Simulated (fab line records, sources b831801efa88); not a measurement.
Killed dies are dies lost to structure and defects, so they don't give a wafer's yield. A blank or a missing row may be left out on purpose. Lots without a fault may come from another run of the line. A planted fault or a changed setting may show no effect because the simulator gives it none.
A struck lot beside a sound one | flow sfq_line | 14 steps out of a route of 325
Sound: wafers L123.3, L123.4, L123.5. Struck: wafers L134.3, L134.4. (L134.2 of the same lot was not struck and is left out.) The cause comes at the end.
At each step with rows: each side's tool, then ch and its chambers, then its first start. Under that, the readings that differ: sound wafers | struck wafers | difference of the means | sigmas: that difference in standard deviations of wafers without a fault.
alike: readings whose means differ by less than 2 such deviations, and words and numbers that are the same on both sides. not compared: withheld readings, readings that some wafer has no value for, bounds like >300 that may hide the same value, and numbers for which the record gives no deviation and whose values overlap.
The two part at a step that has a row with sigmas, a row that says differs or no value, or rows on one side only. Numbers that don't overlap but have no deviation are shown without sigmas and don't part them. A reading that every wafer of one side lacks parts them only if that side has two wafers or more.

first, 2 steps without rows for these wafers: SFQ_TRILAYER_L0_VIA_STRIP_SOLV_CLEAN_018 (cleans in NMP, time 600 s); SFQ_TRILAYER_M0_DEP_PRE_CLEAN_020 (time 15 s).
SFQ_TRILAYER_M0_DEP_SPUTTER_019: material Nb, target thk 200 nm, time 133.3 s.
  sound on pvd_sputter-04, day 8 08:54; struck on pvd_sputter-03, day 11 18:01
  alike: throttle_valve_pct
SFQ_M0_RS_MEAS_904: measures by four-point-probe.
  sound on film_metro-03, day 8 09:02; struck on film_metro-02, day 11 18:08
  alike: M0_NB_RS
then, 6 steps without rows for these wafers: SFQ_TRILAYER_M0_LITHO_COAT_026 (resist thk 62 nm); SFQ_TRILAYER_M0_LITHO_COAT_021 (resist thk 600 nm); SFQ_TRILAYER_M0_LITHO_SOFTBAKE_025; SFQ_TRILAYER_M0_LITHO_EXPOSE_022 (exposes mask M0, target cd 500 nm); SFQ_TRILAYER_M0_LITHO_PEB_024 (peb time 60 s); SFQ_TRILAYER_M0_LITHO_DEVELOP_023 (time 60 s).
-- the record jumps here: 5 days lie between the struck wafers' starts before and after --
SFQ_M0_OVL_MEAS_906:
  sound on overlay-02, day 12 21:00; struck on overlay-02, day 16 14:55
  alike: M0_OVL
SFQ_TRILAYER_M0_BARC_OPEN_METAL_ETCH_031: etches BARC in O2, target depth 125 nm, time 41.7 s.
  sound on rie_metal-02 ch 0,1, day 12 21:03; struck on rie_metal-03 ch 0,1, day 16 14:57
  reading                                             | sound             | struck      | difference | sigmas
  model.KrF_of_TRILAYER_M0_LITHO_COAT_021.thk_nm (nm) | 522.9 523.2 524.9 | 539.4 539.3 | +15.7      |
  alike: drypump_motor_current_A, he_backside_leak_sccm, oes_product_au, rf_fwd_power_W
  not compared: rf_hours_counter_h
SFQ_TRILAYER_M0_ETCH_METAL_ETCH_024: etches Nb in Cl2/Ar, stops on SiO2, target depth 240 nm, time 120 s.
  sound on rie_metal-02 ch 0,1, day 12 21:08; struck on rie_metal-03 ch 0,1, day 16 15:01
  reading                                             | sound             | struck      | difference | sigmas
  model.KrF_of_TRILAYER_M0_LITHO_COAT_021.thk_nm (nm) | 377.9 381.7 383.2 | 394.8 397.3 | +15.1      |
  alike: drypump_motor_current_A, he_backside_leak_sccm, oes_product_au, rf_fwd_power_W
  not compared: rf_hours_counter_h
SFQ_TRILAYER_M0_STRIP_STRIP_025: strips in O2.
  sound on rie_metal-02 ch 0,1, day 12 21:25; struck on rie_metal-03 ch 0,1, day 16 15:08
  alike: drypump_motor_current_A, he_backside_leak_sccm, oes_product_au
  not compared: rf_hours_counter_h

WHERE THEY PART
Nowhere in this record.

WHY: what the simulator had put in
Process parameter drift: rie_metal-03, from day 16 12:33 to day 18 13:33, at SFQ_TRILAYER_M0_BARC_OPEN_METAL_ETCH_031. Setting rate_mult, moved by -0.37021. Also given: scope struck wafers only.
